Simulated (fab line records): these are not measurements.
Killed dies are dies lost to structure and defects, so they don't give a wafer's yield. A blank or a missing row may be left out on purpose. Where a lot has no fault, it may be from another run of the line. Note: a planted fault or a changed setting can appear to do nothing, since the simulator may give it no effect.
Which tool is to blame? | flow gf180mcu | 13 lots, 37 wafers sampled, at 5 steps of a route of 602

## WHAT THE GAUGES READ, wafer by wafer
GF_MVPSD_OVL_MEAS_07. Usual: MVPSD_OVL typically reads -0.3 nm, with standard deviation 1.5.
lot  | measured     | on         | MVPSD_OVL (nm) | flag
L983 | day 4 22:09  | overlay-01 | -0.4 1.7 0.9   |
L988 | day 6 05:50  | overlay-01 | 0.1 -1.7 -2.0  |
L989 | day 6 14:26  | overlay-02 | 1.7 0.4 2.2    |
L990 | day 6 18:22  | overlay-02 | 2.4 1.9 2.0    |
L991 | day 6 22:27  | overlay-02 | 1.6 0.5 0.6    |
L992 | day 7 07:20  | overlay-01 | -1.0 -2.1 0.7  |
L995 | day 8 02:13  | overlay-02 | -1.3 -0.9      |
L996 | day 8 06:03  | overlay-02 | -4.4 -2.9 -0.8 |
L997 | day 8 10:12  | overlay-02 | 1.6 0.6        |
L103 | day 9 23:11  | overlay-01 | -2.0 -1.7 -1.0 |
L104 | day 10 06:14 | overlay-02 | 0.2 -0.2 -0.8  |
L105 | day 10 10:32 | overlay-01 | -0.2 -1.5 -2.7 |
L106 | day 10 20:26 | overlay-02 | -1.6 -1.6 -0.7 |

GF_HV_LDD_TW_MEAS_11. Usual: HV_LDD_TW typically reads 2414, with standard deviation 14.
lot  | measured     | on            | HV_LDD_TW      | flag
L983 | day 9 21:15  | film_metro-03 | 2426 2420 2424 |
L988 | day 11 12:58 | film_metro-03 | 2423 2419 2428 |
L989 | day 11 18:47 | film_metro-02 | 2405 2413 2410 |
L990 | day 12 05:14 | film_metro-03 | 2426 2422 2402 |
L991 | day 12 11:12 | film_metro-03 | 2410 2418 2395 |
L992 | day 12 15:40 | film_metro-01 | 2413 2430 2438 |
L995 | day 13 16:41 | film_metro-02 | 2403 2413      |
L996 | day 13 23:45 | film_metro-01 | 2408 2410 2406 |
L997 | day 14 07:19 | film_metro-03 | 2414 2424      |
L103 | day 16 06:27 | film_metro-01 | 2394 2396 2405 |
L104 | day 16 11:57 | film_metro-02 | 2387 2398 2421 |
L105 | day 16 16:25 | film_metro-02 | 2398 2405 2408 |
L106 | day 17 04:26 | film_metro-01 | 2430 2424 2426 |

GF_HV_LDD_TW_MEAS_50. Usual: HV_LDD_4_TW typically reads 570, with standard deviation 3.2.
lot  | measured     | on            | HV_LDD_4_TW | flag
L983 | day 12 04:58 | film_metro-02 | 568 571 568 |
L988 | day 14 00:49 | film_metro-03 | 572 570 572 |
L989 | day 14 07:22 | film_metro-01 | 572 570 569 |
L990 | day 14 19:12 | film_metro-01 | 574 574 573 |
L991 | day 15 01:22 | film_metro-03 | 575 575 573 |
L992 | day 15 06:50 | film_metro-02 | 565 564 565 |
L995 | day 16 08:59 | film_metro-03 | 569 570     |
L996 | day 16 16:01 | film_metro-03 | 570 574 571 |
L997 | day 17 01:40 | film_metro-03 | 573 572     |
L103 | day 19 03:54 | film_metro-03 | 568 571 572 |
L104 | day 19 10:39 | film_metro-02 | 564 566 562 |
L105 | day 19 14:56 | film_metro-02 | 564 568 564 |
L106 | day 20 04:16 | film_metro-03 | 576 579 576 |

## WHAT TOOL EACH LOT RAN ON (gives the tool, then ch and the chambers of the sampled wafers, and finally the start)
lot  | GF_STI_ETCH_13                    | GF_STI_STRIP_15
L983 | rie_diel-03 ch 0,1,2, day 2 00:47 | plasma_asher-04 ch 0,1, day 2 00:56
L988 | rie_diel-03 ch 0,1,2, day 3 02:30 | plasma_asher-04 ch 0,1, day 3 02:40
L989 | rie_diel-03 ch 1,2,3, day 3 08:32 | plasma_asher-04 ch 0,1, day 3 08:41
L990 | rie_diel-01 ch 0,2, day 3 14:20   | plasma_asher-04 ch 0, day 3 14:29
L991 | rie_diel-03 ch 1,3, day 3 17:35   | plasma_asher-04 ch 0,1, day 3 17:44
L992 | rie_diel-03 ch 0,2,3, day 3 23:51 | plasma_asher-03 ch 0,1, day 4 00:01
L995 | rie_diel-03 ch 2,3, day 4 15:15   | plasma_asher-03 ch 0,1, day 4 15:25
L996 | rie_diel-02 ch 1,2, day 4 20:47   | plasma_asher-04 ch 0,1, day 4 20:56
L997 | rie_diel-03 ch 1,3, day 5 01:05   | plasma_asher-03 ch 1, day 5 01:16
L103 | rie_diel-01 ch 0,1,3, day 6 08:45 | plasma_asher-04 ch 0,1, day 6 08:55
L104 | rie_diel-02 ch 1,3, day 6 13:44   | plasma_asher-04 ch 0,1, day 6 13:53
L105 | rie_diel-02 ch 0,1,3, day 6 18:08 | plasma_asher-04 ch 0,1, day 6 18:17
L106 | rie_diel-02 ch 0,1,3, day 7 03:15 | plasma_asher-01 ch 0,1, day 7 03:26
- GF_STI_ETCH_13: etches the open film in CHF3/O2, stops on Si, target depth 282.31 nm, time 112.9 s.
- GF_STI_STRIP_15: strips in O2/N2.

## AS READ BY THE TOOLS THEMSELVES (means over the sampled wafers that have a number; for cases with no such wafer, the mark the record gives instead)
GF_STI_ETCH_13. Usual: bias_w 200.0 W, standard deviation 0.62; drypump_motor_current_A 5.8 A, standard deviation 0.62; oes_product_au 0.833 a.u., standard deviation 0.0059; rf_fwd_power_W 597.0 W, standard deviation 2.2; throttle_valve_pct 8.808 %, standard deviation 0.01.
lot  | tool        | bias_w (W) | drypump_motor_current_A (A) | oes_product_au (a.u.) | rf_fwd_power_W (W) | throttle_valve_pct (%) | flag
L983 | rie_diel-03 | 199.9      | 5.8                         | 0.832                 | 598.1              | 8.801                  |
L988 | rie_diel-03 | 199.8      | 5.8                         | 0.828                 | 595.5              | 8.806                  |
L989 | rie_diel-03 | 199.9      | 6.1                         | 0.829                 | 596.4              | 8.803                  |
L990 | rie_diel-01 | 200.6      | 5.9                         | 0.828                 | 598.6              | 8.799                  |
L991 | rie_diel-03 | 200.2      | 6.1                         | 0.834                 | 599.0              | 8.806                  |
L992 | rie_diel-03 | 199.2      | 6.3                         | 0.838                 | 594.3              | 8.816                  |
L995 | rie_diel-03 | 199.5      | 6.5                         | 0.831                 | 596.3              | 8.806                  |
L996 | rie_diel-02 | 199.8      | 6.2                         | 0.830                 | 596.0              | 8.805                  |
L997 | rie_diel-03 | 199.8      | 5.9                         | 0.825                 | 595.2              | 8.806                  |
L103 | rie_diel-01 | 199.7      | 5.7                         | 0.840                 | 597.6              | 8.811                  |
L104 | rie_diel-02 | 200.7      | 5.1                         | 0.834                 | 596.6              | 8.811                  |
L105 | rie_diel-02 | 199.9      | 5.2                         | 0.836                 | 597.6              | 8.806                  |
L106 | rie_diel-02 | 199.7      | 5.2                         | 0.837                 | 598.4              | 8.813                  |

GF_STI_STRIP_15. Usual: drypump_motor_current_A 5.6 A, standard deviation 0.62; heater_power_w 335 W, standard deviation 51; oes_product_au 0.384 a.u., standard deviation 0.0048; platen_temp_c 250.00 C, standard deviation 0.19; strip_time_to_endpoint_s 3.74 s, standard deviation 0.038.
lot  | tool            | drypump_motor_current_A (A) | heater_power_w (W) | oes_product_au (a.u.) | platen_temp_c (C) | strip_time_to_endpoint_s (s) | flag
L983 | plasma_asher-04 | 5.4                         | 313                | 0.381                 | 250.28            | 3.72                         |
L988 | plasma_asher-04 | 6.0                         | 311                | 0.384                 | 249.94            | 3.71                         |
L989 | plasma_asher-04 | 6.0                         | 313                | 0.384                 | 250.05            | 3.71                         |
L990 | plasma_asher-04 | 6.5                         | 302                | 0.382                 | 249.90            | 3.79                         |
L991 | plasma_asher-04 | 5.9                         | 310                | 0.385                 | 250.15            | 3.75                         |
L992 | plasma_asher-03 | 5.0                         | 348                | 0.383                 | 250.08            | 3.65                         |
L995 | plasma_asher-03 | 5.0                         | 362                | 0.349                 | 249.79            | 2.84                         | OFF
L996 | plasma_asher-04 | 5.4                         | 317                | 0.389                 | 250.15            | 3.79                         |
L997 | plasma_asher-03 | 5.0                         | 378                | 0.367                 | 250.18            | 3.31                         | OFF
L103 | plasma_asher-04 | 6.0                         | 312                | 0.384                 | 250.11            | 3.77                         |
L104 | plasma_asher-04 | 6.0                         | 311                | 0.384                 | 250.04            | 3.75                         |
L105 | plasma_asher-04 | 6.0                         | 308                | 0.383                 | 249.91            | 3.73                         |
L106 | plasma_asher-01 | 5.7                         | 332                | 0.384                 | 249.77            | 3.75                         |

## THE ANSWER, worked out from the rows above alone
Rule: take the mean of a lot's wafers that have a number; if it is more than 3 standard deviations from the usual mean, the lot is off. Also off: a lot with no number at a reading for which 4 or more lots have one. Where the step has rows for the other lots, those lots are counted as sound. First the gauges in route order, then the tools' own readings, where a lot's mean is used as printed above. At the first step where some lot is off, the reading lying furthest off is the one used; lots without a number count as furthest.
Off, at GF_STI_STRIP_15 on strip_time_to_endpoint_s: L995, L997.
If a tool, at that step or one of the process steps before it, ran each lot that is off and ran no sound lot following the first of them, it fits. Undecided on this evidence; 2 tools fit (rie_diel-03 at GF_STI_ETCH_13, plasma_asher-03 at GF_STI_STRIP_15).

## WHAT THE SIMULATOR PUT IN
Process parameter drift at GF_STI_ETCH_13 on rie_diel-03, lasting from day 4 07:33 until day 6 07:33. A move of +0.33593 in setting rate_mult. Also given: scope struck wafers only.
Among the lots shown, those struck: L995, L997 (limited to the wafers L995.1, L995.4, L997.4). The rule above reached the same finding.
